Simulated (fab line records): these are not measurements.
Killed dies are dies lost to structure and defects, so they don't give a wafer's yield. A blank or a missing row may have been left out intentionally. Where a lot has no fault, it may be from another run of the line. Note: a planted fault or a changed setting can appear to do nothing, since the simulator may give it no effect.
Which tool was responsible? | flow gf180mcu | Sampling: 24 lots, 72 wafers, 4 of 602 route steps

== WHAT THE GAUGES SHOWED, per wafer ==
GF_V3_THK_MEAS_25: measures by xrf. Usual: V3_W_THK typically reads 342 nm, with standard deviation 6.1.
lot  | measured     | on           | V3_W_THK (nm) | flag
L074 | day 22 12:17 | filmMetro-01 | 352 352 351   | 
L075 | day 22 17:49 | filmMetro-03 | 345 338 349   | 
L076 | day 23 04:57 | filmMetro-03 | 333 339 333   | 
L077 | day 23 09:01 | filmMetro-01 | 354 352 357   | 
L078 | day 24 02:05 | filmMetro-02 | 342 349 344   | 
L079 | day 24 02:45 | filmMetro-03 | 337 341 338   | 
L080 | day 24 12:47 | filmMetro-03 | 335 340 334   | 
L081 | day 24 23:41 | filmMetro-01 | 347 347 350   | 
L082 | day 25 06:26 | filmMetro-02 | 347 350 341   | 
L083 | day 25 13:11 | filmMetro-03 | 336 338 333   | 
L084 | day 25 20:32 | filmMetro-01 | 351 349 351   | 
L085 | day 26 05:05 | filmMetro-01 | 348 347 344   | 
L086 | day 26 14:29 | filmMetro-02 | 340 340 339   | 
L087 | day 26 19:44 | filmMetro-01 | 342 348 346   | 
L088 | day 27 03:17 | filmMetro-01 | 341 347 346   | 
L089 | day 28 00:13 | filmMetro-03 | 332 334 327   | 
L090 | day 28 02:14 | filmMetro-02 | 339 335 340   | 
L091 | day 28 14:59 | filmMetro-03 | 347 340 334   | 
L092 | day 28 16:30 | filmMetro-02 | 342 338 346   | 
L093 | day 29 03:26 | filmMetro-03 | 338 343 335   | 
L094 | day 29 06:01 | filmMetro-01 | 350 347 344   | 
L095 | day 29 12:35 | filmMetro-03 | 336 335 339   | 
L096 | day 29 16:29 | filmMetro-02 | 340 335 339   | 
L097 | day 30 01:19 | filmMetro-02 | 341 339 338   | 

GF_V5_THK_MEAS_03. Usual: V5_CVD_02_THK typically reads 1449 nm, with standard deviation 24.
lot  | measured     | on           | V5_CVD_02_THK (nm) | flag
L074 | day 26 08:19 | filmMetro-01 | 1415 1442 1431     | 
L075 | day 26 14:48 | filmMetro-01 | 1427 1417 1439     | 
L076 | day 26 23:41 | filmMetro-02 | 1423 1412 1444     | 
L077 | day 27 03:32 | filmMetro-03 | 1442 1454 1489     | 
L078 | day 27 19:51 | filmMetro-03 | 1416 1420 1437     | 
L079 | day 27 20:28 | filmMetro-01 | 1456 1485 1497     | 
L080 | day 28 03:52 | filmMetro-02 | 1404 1426 1418     | 
L081 | day 28 17:31 | filmMetro-02 | 1432 1443 1462     | 
L082 | day 28 20:17 | filmMetro-02 | 1460 1486 1464     | 
L083 | day 29 01:57 | filmMetro-02 | 1451 1471 1501     | 
L084 | day 29 09:39 | filmMetro-03 | 1418 1433 1431     | 
L085 | day 29 17:01 | filmMetro-01 | 1411 1440 1435     | 
L086 | day 30 06:23 | filmMetro-02 | 1432 1410 1452     | 
L087 | day 30 06:35 | filmMetro-02 | 1456 1423 1480     | 
L088 | day 30 11:40 | filmMetro-01 | 1446 1467 1459     | 
L089 | day 31 08:56 | filmMetro-03 | 1499 1490 1496     | 
L090 | day 31 10:35 | filmMetro-01 | 1452 1456 1461     | 
L091 | day 31 20:52 | filmMetro-02 | 1443 1436 1453     | 
L092 | day 31 23:41 | filmMetro-01 | 1443 1460 1457     | 
L093 | day 32 08:17 | filmMetro-03 | 1446 1433 1460     | 
L094 | day 32 09:27 | filmMetro-01 | 1433 1450 1452     | 
L095 | day 32 16:21 | filmMetro-01 | 1429 1417 1442     | 
L096 | day 32 19:17 | filmMetro-03 | 1461 1464 1468     | 
L097 | day 33 02:18 | filmMetro-03 | 1478 1453 1470     | 

== EACH LOT AND THE TOOL THAT RAN IT (in order: tool; ch and the chambers of the sampled wafers; start) ==
lot  | GF_M1_SPUTTER_03            | GF_V1_SPUTTER_22
L074 | pvdSputter-03, day 16 05:15 | pvdSputter-02, day 18 04:04
L075 | pvdSputter-02, day 16 12:43 | pvdSputter-02, day 18 12:06
L076 | pvdSputter-01, day 16 22:14 | pvdSputter-04, day 18 22:24
L077 | pvdSputter-01, day 17 03:50 | pvdSputter-04, day 19 03:55
L078 | pvdSputter-02, day 17 20:57 | pvdSputter-01, day 19 23:06
L079 | pvdSputter-03, day 17 21:15 | pvdSputter-02, day 19 23:16
L080 | pvdSputter-01, day 18 09:07 | pvdSputter-04, day 20 11:13
L081 | pvdSputter-02, day 18 19:06 | pvdSputter-02, day 20 21:38
L082 | pvdSputter-02, day 19 02:01 | pvdSputter-01, day 21 05:04
L083 | pvdSputter-03, day 19 11:31 | pvdSputter-04, day 21 13:02
L084 | pvdSputter-01, day 19 17:46 | pvdSputter-01, day 21 19:58
L085 | pvdSputter-02, day 20 03:29 | pvdSputter-01, day 22 04:45
L086 | pvdSputter-02, day 20 14:49 | pvdSputter-02, day 22 16:16
L087 | pvdSputter-03, day 20 21:06 | pvdSputter-02, day 22 23:33
L088 | pvdSputter-03, day 21 06:17 | pvdSputter-02, day 23 07:16
L089 | pvdSputter-01, day 22 05:58 | pvdSputter-04, day 24 06:07
L090 | pvdSputter-03, day 22 07:42 | pvdSputter-04, day 24 07:25
L091 | pvdSputter-03, day 22 22:33 | pvdSputter-04, day 24 22:33
L092 | pvdSputter-03, day 23 00:19 | pvdSputter-02, day 24 22:43
L093 | pvdSputter-02, day 23 15:34 | pvdSputter-04, day 25 13:31
L094 | pvdSputter-01, day 23 17:07 | pvdSputter-04, day 25 15:04
L095 | pvdSputter-03, day 24 02:03 | pvdSputter-04, day 25 22:41
L096 | pvdSputter-03, day 24 03:27 | pvdSputter-04, day 26 01:29
L097 | pvdSputter-03, day 24 16:13 | pvdSputter-04, day 26 13:18
- GF_M1_SPUTTER_03: material Ti, target thk 10 nm, time 6.7 s.
- GF_V1_SPUTTER_22: material TiN, target thk 10 nm, time 40 s.

== WHAT THE TOOLS THEMSELVES READ (means of the sampled wafers that have a number; where no wafer has one, the mark that the record gives instead) ==
GF_M1_SPUTTER_03. Usual: throttleValvePct 30.0 %, standard deviation 1.1.
lot  | tool          | throttleValvePct (%) | flag
L074 | pvdSputter-03 | 29.6                 | 
L075 | pvdSputter-02 | 29.6                 | 
L076 | pvdSputter-01 | 30.5                 | 
L077 | pvdSputter-01 | 30.3                 | 
L078 | pvdSputter-02 | 29.0                 | 
L079 | pvdSputter-03 | 30.0                 | 
L080 | pvdSputter-01 | 30.1                 | 
L081 | pvdSputter-02 | 29.5                 | 
L082 | pvdSputter-02 | 31.1                 | 
L083 | pvdSputter-03 | 29.5                 | 
L084 | pvdSputter-01 | 30.0                 | 
L085 | pvdSputter-02 | 28.7                 | 
L086 | pvdSputter-02 | 30.2                 | 
L087 | pvdSputter-03 | 30.3                 | 
L088 | pvdSputter-03 | 30.2                 | 
L089 | pvdSputter-01 | 30.3                 | 
L090 | pvdSputter-03 | 29.6                 | 
L091 | pvdSputter-03 | 29.9                 | 
L092 | pvdSputter-03 | 30.0                 | 
L093 | pvdSputter-02 | 29.6                 | 
L094 | pvdSputter-01 | 30.3                 | 
L095 | pvdSputter-03 | 29.5                 | 
L096 | pvdSputter-03 | 30.1                 | 
L097 | pvdSputter-03 | 29.7                 | 

GF_V1_SPUTTER_22. Usual: throttleValvePct 30.2 %, standard deviation 0.94.
lot  | tool          | throttleValvePct (%) | flag
L074 | pvdSputter-02 | 31.0                 | 
L075 | pvdSputter-02 | 30.8                 | 
L076 | pvdSputter-04 | 30.1                 | 
L077 | pvdSputter-04 | 30.6                 | 
L078 | pvdSputter-01 | 30.4                 | 
L079 | pvdSputter-02 | 31.2                 | 
L080 | pvdSputter-04 | 30.5                 | 
L081 | pvdSputter-02 | 30.1                 | 
L082 | pvdSputter-01 | 30.4                 | 
L083 | pvdSputter-04 | 30.1                 | 
L084 | pvdSputter-01 | 30.4                 | 
L085 | pvdSputter-01 | 30.3                 | 
L086 | pvdSputter-02 | 30.1                 | 
L087 | pvdSputter-02 | 30.4                 | 
L088 | pvdSputter-02 | 30.5                 | 
L089 | pvdSputter-04 | 29.9                 | 
L090 | pvdSputter-04 | 30.5                 | 
L091 | pvdSputter-04 | 30.7                 | 
L092 | pvdSputter-02 | 29.2                 | 
L093 | pvdSputter-04 | 30.6                 | 
L094 | pvdSputter-04 | 30.4                 | 
L095 | pvdSputter-04 | 30.2                 | 
L096 | pvdSputter-04 | 30.3                 | 
L097 | pvdSputter-04 | 30.4                 | 

== THE ANSWER, worked out from the rows above alone ==
Rule: take the mean of a lot's wafers that have a number; if it is more than 3 standard deviations from the usual mean, the lot is off. A lot without any number at a reading at which 4 lots or more have one is off too. Where the step has rows for the other lots, those lots are counted as sound. Order of review: gauges by route order, followed by the tools' own readings, for which a lot's mean as printed above is used. The first step at which some lot is off is used, and at that step the reading that is off furthest; a lot without a number counts as furthest.
Nothing can be told from this: no lot is off at any reading shown.

== WHAT THE SIMULATOR PUT IN ==
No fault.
